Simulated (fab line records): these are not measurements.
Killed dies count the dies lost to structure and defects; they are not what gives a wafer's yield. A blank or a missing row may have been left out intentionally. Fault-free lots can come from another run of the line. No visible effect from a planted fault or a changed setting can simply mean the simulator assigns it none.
A lot that was struck, set against a sound lot + flow sky130 + 14 steps out of a route of 708
Sound: the wafers L225.2, L225.3, L225.6. Wafers L240.2, L240.3, L240.5 were the ones struck. Last of all comes the cause.
For every step that has rows: the tool of each side, followed by ch and its chambers, followed by its first start. Under that, the readings that differ: sound wafers + struck wafers + difference of the means + sigmas: that difference in standard deviations of wafers without a fault.
alike: words and numbers the same on both sides, and readings whose means are apart by under 2 such deviations; not compared: readings that were withheld, readings missing a value for some wafer, numbers with overlapping values and no deviation given by the record, and bounds like >300 which may hide the same value.
The two part at a step that has a row with sigmas, a row that says differs or no value, or rows on one side only. Non-overlapping numbers with no deviation appear without sigmas and do not part them. A reading that every wafer of one side lacks parts them only if that side has two wafers or more.

SKY_VIA2_OVL_MEAS_13:
  sound on overlay-02, day 37 01:57; struck on overlay-02, day 41 19:52
  alike: VIA2_OVL
SKY_VIA2_ETCH_14: etches BARC in N2/H2, stops on SiO2, time 45.9 s, target depth 60 nm.
  sound on rie_diel-01 ch 1,2,3, day 37 01:59; struck on rie_diel-03 ch 0,1,3, day 41 19:53
  alike: drypump_motor_current_A, oes_product_au, throttle_valve_pct
  not compared: rf_hours_counter_h
SKY_VIA2_ETCH_15: etches SiO2 in C4F8/O2/Ar, stops on TiN, target depth 546 nm, time 84 s.
  sound on rie_diel-01 ch 1,2,3, day 37 02:02; struck on rie_diel-03 ch 0,1,3, day 41 19:56
  alike: oes_product_au
  not compared: rf_hours_counter_h
SKY_VIA2_STRIP_16: strips in O2/N2.
  sound on plasma_asher-04 ch 0,1, day 37 02:05; struck on plasma_asher-02 ch 0,1, day 41 20:00
| reading                      | sound             | struck            | difference | sigmas |
|------------------------------|-------------------|-------------------|------------|--------|
| strip_time_to_endpoint_s (s) | 4.001 4.008 4.031 | 4.101 4.098 4.075 | +0.078     | +3     |
  alike: drypump_motor_current_A, oes_product_au
  not compared: rf_hours_counter_h
then, 3 steps without rows for these wafers: SKY_VIA2_STRIP_17 (strips in post etch residue remover, time 1200 s); SKY_VIA2_CLEAN_18 (cleans in IPA, time 180 s); SKY_VIA2_CLEAN_19 (cleans in O3/DIW).
SKY_VIA2_SPUTTER_20: material TiN, target thk 20 nm, time 80 s.
  sound on pvd_sputter-02, day 37 02:46; struck on pvd_sputter-02, day 41 20:35
  alike: cathode_dc_power_W, chamber_pressure_pa, throttle_valve_pct
SKY_VIA2_CVD_21: deposits W, target thk 420 nm, time 126.4 s.
  sound on cvd_w-01 ch 0,1, day 37 02:50; struck on cvd_w-02 ch 0,1, day 41 20:39
  alike: heater_power_w, susceptor_temp_C
SKY_VIA2_RS_MEAS_22: measurement is done with a four-point probe.
  sound on film_metro-03, day 37 02:59; struck on film_metro-02, day 41 20:49
  alike: VIA2_W_RS
SKY_VIA2_THK_MEAS_23: measures by xrf.
  sound on film_metro-03, day 37 03:05; struck on film_metro-02, day 41 20:55
  alike: VIA2_W_THK
then, 1 step without rows for these wafers: SKY_VIA2_CMP_24 (polishes, stops on SiO2, t overpolish 20 s, target thk 0 nm).
SKY_METAL3_SPUTTER_00: material Ti, target thk 15 nm, time 10 s.
  sound on pvd_sputter-04, day 37 03:26; struck on pvd_sputter-01, day 41 21:22
  no value came back on the struck wafers for cathode_dc_power_W (W), chamber_pressure_pa (Pa), throttle_valve_pct (%); on the sound wafers cathode_dc_power_W (W) reads 3000.1 3000.0 3000.1
then, 1 step without rows for these wafers: SKY_METAL3_SPUTTER_01 (material TiN, target thk 20 nm, time 16.7 s).

== WHERE THEY PART ==
Earliest at SKY_VIA2_STRIP_16; latest, in this record, at SKY_METAL3_SPUTTER_00.

WHY: the cause the simulator had injected
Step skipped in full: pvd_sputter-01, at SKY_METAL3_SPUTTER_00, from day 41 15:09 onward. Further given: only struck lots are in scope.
